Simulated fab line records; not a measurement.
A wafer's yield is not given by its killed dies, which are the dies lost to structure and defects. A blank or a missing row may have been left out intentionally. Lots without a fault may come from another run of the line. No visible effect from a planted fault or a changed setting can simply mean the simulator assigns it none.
Which tool was responsible? | flow sfq-line | Sampling: 15 lots, 45 wafers, 6 of 325 route steps

== WHAT THE GAUGES SHOWED, per wafer ==
SFQ_L0_RS_MEAS_901: measures by four-point-probe. Usual: L0_MONX_KI_RS gives 43.7 ohm/sq (standard deviation 0.6).
lot  | measured    | on            | L0_MONX_KI_RS (ohm/sq) | flag
L890 | day 1 12:34 | film-metro-03 | 44.0 44.0 43.7         |
L891 | day 1 17:34 | film-metro-04 | 43.5 43.1 43.6         |
L892 | day 1 22:35 | film-metro-02 | 42.3 42.8 42.8         |
L893 | day 2 03:34 | film-metro-04 | 44.2 42.4 43.5         |
L894 | day 2 08:52 | film-metro-04 | 22.0 22.0 21.9         | OFF
L895 | day 2 13:37 | film-metro-04 | 43.2 44.0 43.7         |
L896 | day 2 18:48 | film-metro-03 | 22.0 21.9 21.9         | OFF
L898 | day 3 04:36 | film-metro-03 | 43.2 43.7 43.1         |
L904 | day 4 10:48 | film-metro-02 | 22.1 21.9 22.1         | OFF
L906 | day 4 20:34 | film-metro-03 | 43.6 43.3 43.7         |
L907 | day 5 01:36 | film-metro-02 | 43.1 43.0 44.0         |
L909 | day 5 11:35 | film-metro-04 | 44.6 43.8 43.6         |
L910 | day 5 16:35 | film-metro-02 | 42.8 43.6 43.9         |
L911 | day 5 21:34 | film-metro-04 | 44.2 43.3 43.7         |
L913 | day 6 07:34 | film-metro-02 | 44.5 43.5 44.0         |

SFQ_L0_THK_MEAS_902: measures by xrf. Usual: L0_MONX_KI_THK gives 40.8 nm (standard deviation 0.63).
lot  | measured    | on            | L0_MONX_KI_THK (nm) | flag
L890 | day 1 12:41 | film-metro-03 | 40.8 40.7 40.7      |
L891 | day 1 17:41 | film-metro-04 | 41.3 41.3 40.8      |
L892 | day 1 22:41 | film-metro-02 | 42.5 41.9 41.8      |
L893 | day 2 03:41 | film-metro-04 | 40.1 41.7 40.9      |
L894 | day 2 08:57 | film-metro-04 | 80.5 81.0 80.7      | OFF
L895 | day 2 13:43 | film-metro-04 | 40.9 40.7 40.6      |
L896 | day 2 18:55 | film-metro-03 | 81.7 81.5 81.4      | OFF
L898 | day 3 04:42 | film-metro-03 | 41.3 40.7 41.4      |
L904 | day 4 10:55 | film-metro-02 | 81.6 82.4 81.7      | OFF
L906 | day 4 20:41 | film-metro-03 | 40.7 41.1 40.9      |
L907 | day 5 01:42 | film-metro-02 | 41.4 41.6 40.7      |
L909 | day 5 11:41 | film-metro-04 | 40.1 40.6 41.0      |
L910 | day 5 16:41 | film-metro-02 | 41.8 40.9 40.7      |
L911 | day 5 21:41 | film-metro-04 | 40.5 41.1 40.5      |
L913 | day 6 07:41 | film-metro-02 | 40.2 41.4 41.0      |

SFQ_I3_BOW_MEAS_922. Usual: I3_BOW gives 6 um (standard deviation 9.1).
lot  | measured     | on            | I3_BOW (um) | flag
L890 | day 28 08:17 | film-metro-02 | 0 11 6      |
L891 | day 28 11:55 | film-metro-02 | 23 23 19    |
L892 | day 28 23:56 | film-metro-03 | 8 11 20     |
L893 | day 29 13:19 | film-metro-04 | -3 -2 -7    |
L894 | day 30 08:20 | film-metro-02 | 8 0 2       |
L895 | day 30 14:19 | film-metro-02 | 6 7 1       |
L896 | day 31 05:17 | film-metro-02 | 8 4 5       |
L898 | day 31 22:22 | film-metro-03 | 15 14 9     |
L904 | day 34 06:17 | film-metro-03 | -4 -9 -17   |
L906 | day 34 18:09 | film-metro-03 | 8 16 4      |
L907 | day 35 03:33 | film-metro-04 | 18 13 13    |
L909 | day 36 00:32 | film-metro-02 | 9 2 12      |
L910 | day 36 09:10 | film-metro-02 | -1 -2 19    |
L911 | day 36 12:31 | film-metro-03 | 5 2 -4      |
L913 | day 37 01:53 | film-metro-04 | 24 11 10    |

== TOOL THAT RAN EACH LOT (tool first, then ch and the chambers of the sampled wafers, then the start) ==
lot  | SFQ_TRILAYER_L0_DEP_SPUTTER_003 | SFQ_TRILAYER_L0_BARC_OPEN_METAL_ETCH_010 | SFQ_TRILAYER_L0_ETCH_METAL_ETCH_008
L890 | pvd-sputter-06, day 1 12:29     | rie-metal-01 ch 0,1, day 3 13:19         | rie-metal-01 ch 0,1, day 3 13:23
L891 | pvd-sputter-04, day 1 17:29     | rie-metal-01 ch 0,1, day 3 19:19         | rie-metal-01 ch 0,1, day 3 19:23
L892 | pvd-sputter-06, day 1 22:29     | rie-metal-03 ch 0,1, day 4 00:13         | rie-metal-03 ch 0,1, day 4 00:17
L893 | pvd-sputter-05, day 2 03:29     | rie-metal-01 ch 0,1, day 4 05:01         | rie-metal-01 ch 0,1, day 4 05:05
L894 | pvd-sputter-04, day 2 08:29     | rie-metal-04 ch 0,1, day 4 12:14         | rie-metal-04 ch 0,1, day 4 12:18
L895 | pvd-sputter-04, day 2 13:29     | rie-metal-03 ch 0,1, day 4 19:26         | rie-metal-03 ch 0,1, day 4 19:30
L896 | pvd-sputter-06, day 2 18:29     | rie-metal-01 ch 1, day 5 01:13           | rie-metal-01 ch 1, day 5 01:20
L898 | pvd-sputter-05, day 3 04:29     | rie-metal-04 ch 0,1, day 5 15:13         | rie-metal-04 ch 0,1, day 5 15:16
L904 | pvd-sputter-04, day 4 10:29     | rie-metal-03 ch 0,1, day 6 23:36         | rie-metal-03 ch 0,1, day 6 23:40
L906 | pvd-sputter-06, day 4 20:29     | rie-metal-03 ch 0,1, day 7 10:24         | rie-metal-03 ch 0,1, day 7 10:28
L907 | pvd-sputter-06, day 5 01:29     | rie-metal-01 ch 0,1, day 7 18:22         | rie-metal-01 ch 0,1, day 7 18:25
L909 | pvd-sputter-04, day 5 11:29     | rie-metal-03 ch 0,1, day 8 02:45         | rie-metal-03 ch 0,1, day 8 02:49
L910 | pvd-sputter-05, day 5 16:29     | rie-metal-03 ch 1, day 8 07:34           | rie-metal-03 ch 1, day 8 07:41
L911 | pvd-sputter-05, day 5 21:29     | rie-metal-01 ch 0,1, day 8 14:45         | rie-metal-01 ch 0,1, day 8 14:49
L913 | pvd-sputter-05, day 6 07:29     | rie-metal-01 ch 0,1, day 8 23:09         | rie-metal-01 ch 0,1, day 8 23:13
- SFQ_TRILAYER_L0_DEP_SPUTTER_003: material MoNx KI, target thk 40 nm, time 100 s.
- SFQ_TRILAYER_L0_BARC_OPEN_METAL_ETCH_010: etches BARC in O2, target depth 125 nm, time 41.7 s.
- SFQ_TRILAYER_L0_ETCH_METAL_ETCH_008: etches MoNx KI in SF6/O2, stops on SiO2, target depth 50 nm, time 25 s.

== AS READ BY THE TOOLS THEMSELVES (means over the sampled wafers that have a number; for cases with no such wafer, the mark the record gives instead) ==
SFQ_TRILAYER_L0_DEP_SPUTTER_003. Usual: 30.4 % for throttle-valve-pct, sd 1.1.
lot  | tool           | throttle-valve-pct (%) | flag
L890 | pvd-sputter-06 | 29.2                   |
L891 | pvd-sputter-04 | 30.9                   |
L892 | pvd-sputter-06 | 29.2                   |
L893 | pvd-sputter-05 | 30.8                   |
L894 | pvd-sputter-04 | 30.6                   |
L895 | pvd-sputter-04 | 31.0                   |
L896 | pvd-sputter-06 | 28.6                   |
L898 | pvd-sputter-05 | 31.2                   |
L904 | pvd-sputter-04 | 31.0                   |
L906 | pvd-sputter-06 | 28.6                   |
L907 | pvd-sputter-06 | 30.3                   |
L909 | pvd-sputter-04 | 31.0                   |
L910 | pvd-sputter-05 | 30.5                   |
L911 | pvd-sputter-05 | 31.1                   |
L913 | pvd-sputter-05 | 30.8                   |

SFQ_TRILAYER_L0_BARC_OPEN_METAL_ETCH_010. Usual: drypump-motor-current-A 5.22 A, standard deviation 0.15; oes-product-au 0.685 a.u., standard deviation 0.0047.
lot  | tool         | drypump-motor-current-A (A) | oes-product-au (a.u.) | flag
L890 | rie-metal-01 | 5.09                        | 0.682                 |
L891 | rie-metal-01 | 5.11                        | 0.688                 |
L892 | rie-metal-03 | 5.33                        | 0.683                 |
L893 | rie-metal-01 | 5.13                        | 0.685                 |
L894 | rie-metal-04 | 4.99                        | 0.680                 |
L895 | rie-metal-03 | 5.33                        | 0.686                 |
L896 | rie-metal-01 | 5.16                        | 0.684                 |
L898 | rie-metal-04 | 5.00                        | 0.684                 |
L904 | rie-metal-03 | 5.37                        | 0.684                 |
L906 | rie-metal-03 | 5.34                        | 0.681                 |
L907 | rie-metal-01 | 5.10                        | 0.689                 |
L909 | rie-metal-03 | 5.34                        | 0.686                 |
L910 | rie-metal-03 | 5.44                        | 0.683                 |
L911 | rie-metal-01 | 5.13                        | 0.689                 |
L913 | rie-metal-01 | 5.14                        | 0.682                 |

SFQ_TRILAYER_L0_ETCH_METAL_ETCH_008. Usual: drypump-motor-current-A 5.22 A, standard deviation 0.15; oes-product-au 0.871 a.u., standard deviation 0.0075.
lot  | tool         | drypump-motor-current-A (A) | oes-product-au (a.u.) | flag
L890 | rie-metal-01 | 5.10                        | 0.871                 |
L891 | rie-metal-01 | 5.09                        | 0.877                 |
L892 | rie-metal-03 | 5.33                        | 0.884                 |
L893 | rie-metal-01 | 5.13                        | 0.872                 |
L894 | rie-metal-04 | 4.98                        | 1.010                 | OFF
L895 | rie-metal-03 | 5.33                        | 0.870                 |
L896 | rie-metal-01 | 5.14                        | 1.022                 | OFF
L898 | rie-metal-04 | 5.00                        | 0.871                 |
L904 | rie-metal-03 | 5.36                        | 1.004                 | OFF
L906 | rie-metal-03 | 5.34                        | 0.872                 |
L907 | rie-metal-01 | 5.10                        | 0.877                 |
L909 | rie-metal-03 | 5.34                        | 0.862                 |
L910 | rie-metal-03 | 5.40                        | 0.870                 |
L911 | rie-metal-01 | 5.14                        | 0.867                 |
L913 | rie-metal-01 | 5.13                        | 0.869                 |

== THE ANSWER, worked out from the rows above alone ==
Rule: a lot is off if the mean of its wafers that have a number lies more than 3 standard deviations from the usual mean. A lot without any number at a reading at which 4 lots or more have one is off too. Any other lot the step has rows for is counted as sound. Order of review: gauges by route order, followed by the tools' own readings, for which a lot's mean as printed above is used. At the first step where some lot is off, the reading lying furthest off is the one used; lots without a number count as furthest.
Off: L894, L896, L904, seen at SFQ_L0_RS_MEAS_901 (L0_MONX_KI_RS).
If a tool, at a process step before that reading, ran all the lots that are off and no sound lot after the first of them, it fits. The gauges at SFQ_L0_RS_MEAS_901 aren't tried: what is off there is off at SFQ_TRILAYER_L0_ETCH_METAL_ETCH_008 too, on other tools, and a gauge's error can't cause that. Of those tried, none fits.

== WHAT WAS PUT IN BY THE SIMULATOR ==
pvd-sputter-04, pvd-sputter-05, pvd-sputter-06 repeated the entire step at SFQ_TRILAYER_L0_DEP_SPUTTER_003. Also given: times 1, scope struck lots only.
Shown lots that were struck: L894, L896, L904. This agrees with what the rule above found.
